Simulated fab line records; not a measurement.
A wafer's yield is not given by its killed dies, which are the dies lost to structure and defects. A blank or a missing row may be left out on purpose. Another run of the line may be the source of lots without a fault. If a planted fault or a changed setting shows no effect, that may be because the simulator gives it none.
Which tool was responsible? ; flow gf180mcu ; Sampling: 15 lots, 41 wafers, 5 of 602 route steps

== WHAT THE GAUGES SHOWED, per wafer ==
GF_HV_LDD_CD_MEAS_07: target cd 400 nm. Usual: 399.9 nm for cd nm, sd 2.2.
lot;measured;on;cd nm (nm);flag
L124;day 10 01:49;cd sem-02;398.3 399.0 397.7;
L125;day 10 11:35;cd sem-01;398.9 400.2 397.4;
L126;day 10 11:44;cd sem-02;400.6 402.3 401.7;
L127;day 10 22:23;cd sem-02;397.4 400.8 400.4;
L128;day 11 06:26;cd sem-02;397.4 400.7 399.8;
L129;day 11 11:01;cd sem-01;398.7 401.1 398.7;
L130;day 11 14:38;cd sem-01;399.8 397.3 397.1;
L133;day 12 12:55;cd sem-01;402.5 399.4 401.2;
L134;day 13 01:08;cd sem-02;397.9 398.7 401.0;
L135;day 13 06:05;cd sem-01;399.6 398.4 398.2;
L136;day 13 15:19;cd sem-01;405.1 405.6 403.9;
L140;day 14 18:46;cd sem-01;321.3 320.9;OFF
L141;day 15 04:31;cd sem-02;403.8 321.5 403.7 321.4;OFF
L142;day 15 12:41;cd sem-01;321.5 402.4 321.7 402.2;OFF
L147;day 17 11:53;cd sem-02;401.7 402.1 404.3;

GF_CONTACT_CD_MEAS_14: target cd 220 nm. Usual: 220.1 nm for cd nm, sd 1.4.
lot;measured;on;cd nm (nm);flag
L124;day 16 03:29;cd sem-02;220.6 220.0 220.9;
L125;day 16 14:00;cd sem-02;218.3 219.4 217.9;
L126;day 16 16:28;cd sem-01;219.9 218.2 220.4;
L127;day 17 04:31;cd sem-01;222.5 222.5 222.4;
L128;day 17 15:13;cd sem-02;222.3 223.6 222.7;
L129;day 17 19:32;cd sem-01;218.4 217.7 218.9;
L130;day 18 00:27;cd sem-02;221.3 221.8 221.9;
L133;day 19 03:16;cd sem-02;219.3 219.1 219.5;
L134;day 19 17:47;cd sem-01;222.6 221.8 221.2;
L135;day 19 20:43;cd sem-02;220.7 219.5 219.6;
L136;day 20 10:41;cd sem-01;218.1 217.4 218.5;
L140;day 21 15:37;cd sem-02;219.3;
L141;day 22 05:07;cd sem-02;220.0 219.6;
L142;day 22 12:50;cd sem-02;220.8 221.4;
L147;day 24 12:55;cd sem-01;218.4 221.0 218.4;

GF_M1_OVL_MEAS_15. Usual: M1_OVL typically reads -4 nm, with standard deviation 5.9.
lot;measured;on;M1_OVL (nm);flag
L124;day 17 03:04;overlay-02;-13 -12 -9;
L125;day 17 13:37;overlay-02;-2 -3 -1;
L126;day 17 16:25;overlay-02;-6 -10 1;
L127;day 18 04:46;overlay-02;-5 -4 0;
L128;day 18 14:35;overlay-02;-4 -3 -4;
L129;day 19 00:28;overlay-01;-2 4 2;
L130;day 19 03:13;overlay-01;0 0 -2;
L133;day 20 04:43;overlay-01;1 -9 -12;
L134;day 20 19:39;overlay-02;-6 -5 1;
L135;day 20 22:34;overlay-02;-19 -16 -11;
L136;day 21 12:22;overlay-02;-12 -6 -7;
L140;day 22 16:25;overlay-02;-6;
L141;day 23 06:13;overlay-02;7 3;
L142;day 23 12:58;overlay-02;2 -5;
L147;day 25 11:56;overlay-01;1 2 -3;

== EACH LOT AND THE TOOL THAT RAN IT (in order: tool; ch and the chambers of the sampled wafers; start) ==
lot;GF_HV_LDD_DEVELOP_06;GF_SAB_ETCH_11
L124;litho track-04 ch 0, day 10 01:40;rie diel-04 ch 1,2, day 15 03:57
L125;litho track-03 ch 0, day 10 11:26;rie diel-01 ch 2,3, day 15 15:05
L126;litho track-04 ch 0, day 10 11:35;rie diel-04 ch 0,1, day 15 17:30
L127;litho track-04 ch 0, day 10 22:14;rie diel-02 ch 1,2,3, day 16 04:53
L128;litho track-03 ch 0, day 11 06:17;rie diel-02 ch 1,2, day 16 15:32
L129;litho track-04 ch 0, day 11 10:52;rie diel-04 ch 1,2,3, day 16 19:53
L130;litho track-03 ch 0, day 11 14:29;rie diel-01 ch 0,1,2, day 17 00:35
L133;litho track-01 ch 0, day 12 12:46;rie diel-02 ch 0,3, day 18 01:14
L134;litho track-03 ch 0, day 13 00:59;rie diel-02 ch 0,1,2, day 18 15:29
L135;litho track-03 ch 0, day 13 05:56;rie diel-04 ch 0,2,3, day 18 19:38
L136;litho track-04 ch 0, day 13 15:10;rie diel-01 ch 1,2, day 19 08:41
L140;litho track-04 ch 0, day 14 18:37;rie diel-01 ch 3, day 20 14:27
L141;litho track-04 ch 0, day 15 04:23;rie diel-02 ch 2,3, day 21 04:06
L142;litho track-04 ch 0, day 15 12:34;rie diel-04 ch 2,3, day 21 12:06
L147;litho track-03 ch 0, day 17 11:44;rie diel-02 ch 0,3, day 23 13:03
- GF_HV_LDD_DEVELOP_06: develop time 60 s.
- GF_SAB_ETCH_11: etches SiO2 in C4F8/O2/Ar, target depth 55 nm, time 8.5 s.

== WHAT THE TOOLS THEMSELVES READ (means of the sampled wafers that have a number; where no wafer has one, the mark that the record gives instead) ==
GF_SAB_ETCH_11. Usual: 1.002 a.u. for oes product au, sd 0.012.
lot;tool;oes product au (a.u.);flag
L124;rie diel-04;0.993;
L125;rie diel-01;1.002;
L126;rie diel-04;0.990;
L127;rie diel-02;1.014;
L128;rie diel-02;1.006;
L129;rie diel-04;0.990;
L130;rie diel-01;0.994;
L133;rie diel-02;1.015;
L134;rie diel-02;1.020;
L135;rie diel-04;0.998;
L136;rie diel-01;0.993;
L140;rie diel-01;1.013;
L141;rie diel-02;1.002;
L142;rie diel-04;0.999;
L147;rie diel-02;1.015;

== THE ANSWER, worked out from the rows above alone ==
Rule: lot off if the mean of its wafers having a number is beyond 3 standard deviations from the usual mean. Also off: a lot with no number at a reading for which 4 or more lots have one. The other lots that the step has rows for count as sound. First the gauges in route order, then the tools' own readings, where a lot's mean is used as printed above. At the first step where some lot is off, the reading lying furthest off is the one used; lots without a number count as furthest.
Off at GF_HV_LDD_CD_MEAS_07 (cd nm): L140, L141, L142.
If a tool, at a process step before that reading, ran all the lots that are off and no sound lot after the first of them, it fits. Those tools and the gauges at GF_HV_LDD_CD_MEAS_07 are tried in the same way. One fits: GF_HV_LDD_DEVELOP_06 on litho track-04. Its last sound lot is L136 (day 13 15:10), its first lot that is off L140 (day 14 18:37): a fault that began between those two fits.

== WHAT THE SIMULATOR HAD INSERTED ==
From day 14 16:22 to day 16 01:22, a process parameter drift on litho track-04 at GF_HV_LDD_DEVELOP_06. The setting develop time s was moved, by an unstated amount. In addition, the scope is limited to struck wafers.
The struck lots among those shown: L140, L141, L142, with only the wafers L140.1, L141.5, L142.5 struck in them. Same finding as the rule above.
